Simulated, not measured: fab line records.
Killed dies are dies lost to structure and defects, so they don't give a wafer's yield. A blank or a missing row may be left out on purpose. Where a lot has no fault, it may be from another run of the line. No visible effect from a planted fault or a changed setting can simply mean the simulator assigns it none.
Which tool did it? ; flow gf180mcu ; 10 lots with 30 wafers sampled at 7 steps, on a route of 602 steps

## WHAT THE GAUGES SHOWED, per wafer
GF_V2_RS_MEAS_24: a four-point-probe measurement.
lot;measured;on;V2_W_RS (ohm/sq)
L755;day 20 04:17;film-metro-01;0.3197 0.3220 0.3229
L756;day 20 13:53;film-metro-04;0.3285 0.3303 0.3323
L758;day 21 11:25;film-metro-04;0.3256 0.3326 0.3283
L761;day 22 14:47;film-metro-03;0.3285 0.3287 0.3260
L762;day 23 00:44;film-metro-03;0.3231 0.3288 0.3237
L763;day 23 10:19;film-metro-01;0.3218 0.2359 0.2407
L764;day 23 22:55;film-metro-04;0.3257 0.2383 0.3264
L772;day 26 11:01;film-metro-03;0.3280 0.3264 0.3255
L777;day 27 19:01;film-metro-04;0.3342 0.3290 0.3287
L778;day 27 21:04;film-metro-03;0.3263 0.3287 0.3316

GF_V2_THK_MEAS_25: measures by xrf.
lot;measured;on;V2_W_THK (nm)
L755;day 20 04:23;film-metro-01;368 365 363
L756;day 20 14:00;film-metro-04;355 358 355
L758;day 21 11:31;film-metro-04;361 351 356
L761;day 22 14:54;film-metro-03;349 350 351
L762;day 23 00:52;film-metro-03;355 352 356
L763;day 23 10:26;film-metro-01;361 496 487
L764;day 23 23:01;film-metro-04;358 491 356
L772;day 26 11:08;film-metro-03;350 351 353
L777;day 27 19:08;film-metro-04;347 355 357
L778;day 27 21:09;film-metro-03;352 352 345

GF_V3_CD_MEAS_14 targets a cd of 260 nm.
lot;measured;on;cd-nm (nm)
L755;day 22 05:28;cd-sem-01;259.8 259.5 259.7
L756;day 22 15:07;cd-sem-02;257.4 256.9 257.7
L758;day 23 11:32;cd-sem-01;260.8 260.0 259.3
L761;day 24 14:14;cd-sem-01;258.7 258.8 257.7
L762;day 24 23:28;cd-sem-01;260.4 261.2 259.9
L763;day 25 08:25;cd-sem-02;261.4 263.2 262.6
L764;day 25 21:23;cd-sem-02;259.7 258.8 259.0
L772;day 28 04:56;cd-sem-01;259.5 259.7 258.8
L777;day 29 11:05;cd-sem-02;258.5 259.5 261.4
L778;day 29 13:43;cd-sem-01;258.9 259.1 258.4

## TOOL THAT RAN EACH LOT (tool first, then ch and the chambers of the sampled wafers, then the start)
lot;GF_M2_STRIP_17;GF_V2_CVD_02;GF_V2_CVD_23;GF_V2_CMP_26
L755;plasma-asher-04 ch 0,1, day 19 01:27;pecvd-01 ch 0,1,2, day 19 02:14;cvd-w-01 ch 1, day 20 04:09;cmp-01 ch 0,3, day 20 04:29
L756;plasma-asher-02 ch 0,1, day 19 11:29;pecvd-02 ch 1,2, day 19 12:09;cvd-w-02 ch 0,1, day 20 13:46;cmp-02 ch 0,1,3, day 20 14:04
L758;plasma-asher-04 ch 0,1, day 20 09:07;pecvd-03 ch 0,1, day 20 10:08;cvd-w-01 ch 0,1, day 21 11:18;cmp-01 ch 0,3, day 21 11:34
L761;plasma-asher-04 ch 0,1, day 21 13:09;pecvd-02 ch 0,1,2, day 21 13:50;cvd-w-01 ch 0,1, day 22 14:40;cmp-01 ch 0,1,3, day 22 15:01
L762;plasma-asher-02 ch 0, day 21 23:01;pecvd-03 ch 0,1, day 21 23:43;cvd-w-01 ch 0,1, day 23 00:38;cmp-01 ch 0,2,3, day 23 00:55
L763;plasma-asher-01 ch 0,1, day 22 09:00;pecvd-03 ch 0,2, day 22 09:40;cvd-w-01 ch 0,1, day 23 10:11;cmp-01 ch 0,1, day 23 10:32
L764;plasma-asher-04 ch 0,1, day 22 21:34;pecvd-02 ch 0,1,2, day 22 22:14;cvd-w-01 ch 0,1, day 23 22:48;cmp-02 ch 0,2, day 23 23:07
L772;plasma-asher-04 ch 0,1, day 25 12:02;pecvd-02 ch 0,2, day 25 12:45;cvd-w-02 ch 0,1, day 26 10:54;cmp-02 ch 0,2,3, day 26 11:11
L777;plasma-asher-02 ch 0,1, day 26 20:35;pecvd-02 ch 0,1,2, day 26 21:18;cvd-w-02 ch 0,1, day 27 18:53;cmp-01 ch 2,3, day 27 19:11
L778;plasma-asher-01 ch 0,1, day 26 22:54;pecvd-03 ch 0,1,2, day 26 23:36;cvd-w-02 ch 0,1, day 27 20:55;cmp-01 ch 0,1,2, day 27 21:17
- GF_M2_STRIP_17: strips in O2/N2.
- GF_V2_CVD_02: deposits SiO2 from TEOS, target thk 850 nm, time 94.851 s.
- GF_V2_CVD_23: deposits W, target thk 350 nm, time 104.94 s.
- GF_V2_CMP_26: polishes, stops on SiO2, t overpolish 15 s, target thk 0 nm.

## WHAT THE TOOLS THEMSELVES READ (means of the sampled wafers that have a number; where no wafer has one, the mark that the record gives instead)
GF_M2_STRIP_17.
lot;tool;chamber-pressure-mTorr (mTorr);drypump-motor-current-A (A);heater-power-w (W);oes-product-au (a.u.);strip-time-to-endpoint-s (s)
L755;plasma-asher-04;1499.9;6.2;326;0.531;7.36
L756;plasma-asher-02;1499.7;5.7;308;0.535;7.38
L758;plasma-asher-04;1500.3;6.0;347;0.540;7.41
L761;plasma-asher-04;1501.3;5.9;354;0.537;7.39
L762;plasma-asher-02;1499.6;6.2;334;0.534;7.42
L763;plasma-asher-01;1498.7;5.4;288;0.537;7.44
L764;plasma-asher-04;1499.7;6.0;354;0.540;7.42
L772;plasma-asher-04;1501.0;6.0;359;0.539;7.38
L777;plasma-asher-02;1500.2;6.0;318;0.538;7.34
L778;plasma-asher-01;1499.5;5.4;287;0.540;7.41

GF_V2_CVD_02.
lot;tool;heater-power-w (W);susceptor-temp-C (C)
L755;pecvd-01;678;400.17
L756;pecvd-02;823;399.66
L758;pecvd-03;692;400.17
L761;pecvd-02;761;399.95
L762;pecvd-03;678;399.88
L763;pecvd-03;638;399.84
L764;pecvd-02;790;400.03
L772;pecvd-02;636;399.78
L777;pecvd-02;745;400.23
L778;pecvd-03;621;399.99

GF_V2_CVD_23.
lot;tool;heater-power-w (W);susceptor-temp-C (C)
L755;cvd-w-01;739;400.15
L756;cvd-w-02;750;399.86
L758;cvd-w-01;802;400.08
L761;cvd-w-01;865;400.18
L762;cvd-w-01;798;400.05
L763;cvd-w-01;935;411.98
L764;cvd-w-01;841;406.10
L772;cvd-w-02;745;399.91
L777;cvd-w-02;747;400.36
L778;cvd-w-02;752;400.14

GF_V2_CMP_26.
lot;tool;motor-current-A (A);time-to-endpoint-s (s)
L755;cmp-01;10.6;85.1
L756;cmp-02;10.7;82.2
L758;cmp-01;10.2;86.4
L761;cmp-01;10.1;85.1
L762;cmp-01;10.5;82.9
L763;cmp-01;10.3;100.6
L764;cmp-02;11.5;91.7
L772;cmp-02;11.3;86.8
L777;cmp-01;10.9;81.4
L778;cmp-01;10.5;80.5

## THE ANSWER, worked out from the rows above alone
Rule: the usual values come from the lots themselves. The widest of any qualifying gaps counts: lots, ordered by their means at a reading, are off when they make up no more than a third of the lots, leave a main group of 4 or more, and stand apart from it by 3 or more times the standard deviation of that group's means. The tables above print the reading to a certain number of digits; a main group whose means all agree to those digits is not used. Also off: a lot with no number at a reading for which 4 or more lots have one. All remaining lots with rows at the step are treated as sound. Order of review: gauges by route order, followed by the tools' own readings, for which a lot's mean as printed above is used. At the first step where some lot is off, the reading lying furthest off is the one used; lots without a number count as furthest.
Off: L763, L764, seen at GF_V2_RS_MEAS_24 (V2_W_RS). Main group: mean 0.3275 ohm/sq, sd 0.0028.
A tool fits if, at a process step before that reading, it ran every lot that is off, and no sound lot after the first of them. The gauges at GF_V2_RS_MEAS_24 aren't tried: what is off there is off at GF_V2_CVD_23 too, on other tools, and a gauge's error can't cause that. One candidate fits, namely cvd-w-01 at GF_V2_CVD_23. Its last sound lot is L762 (day 23 00:38), its first lot that is off L763 (day 23 10:11): a fault that began between those two fits.
The tool's own readings at GF_V2_CVD_23 bear it out: on the lots that are off they differ by more than 5 times the standard deviation of the sound lots' means. susceptor-temp-C reads 409.04 C there against 400.09 C on the sound lots.

## WHAT THE SIMULATOR HAD INSERTED
cvd-w-01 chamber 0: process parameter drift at GF_V2_CVD_23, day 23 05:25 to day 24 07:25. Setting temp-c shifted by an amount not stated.
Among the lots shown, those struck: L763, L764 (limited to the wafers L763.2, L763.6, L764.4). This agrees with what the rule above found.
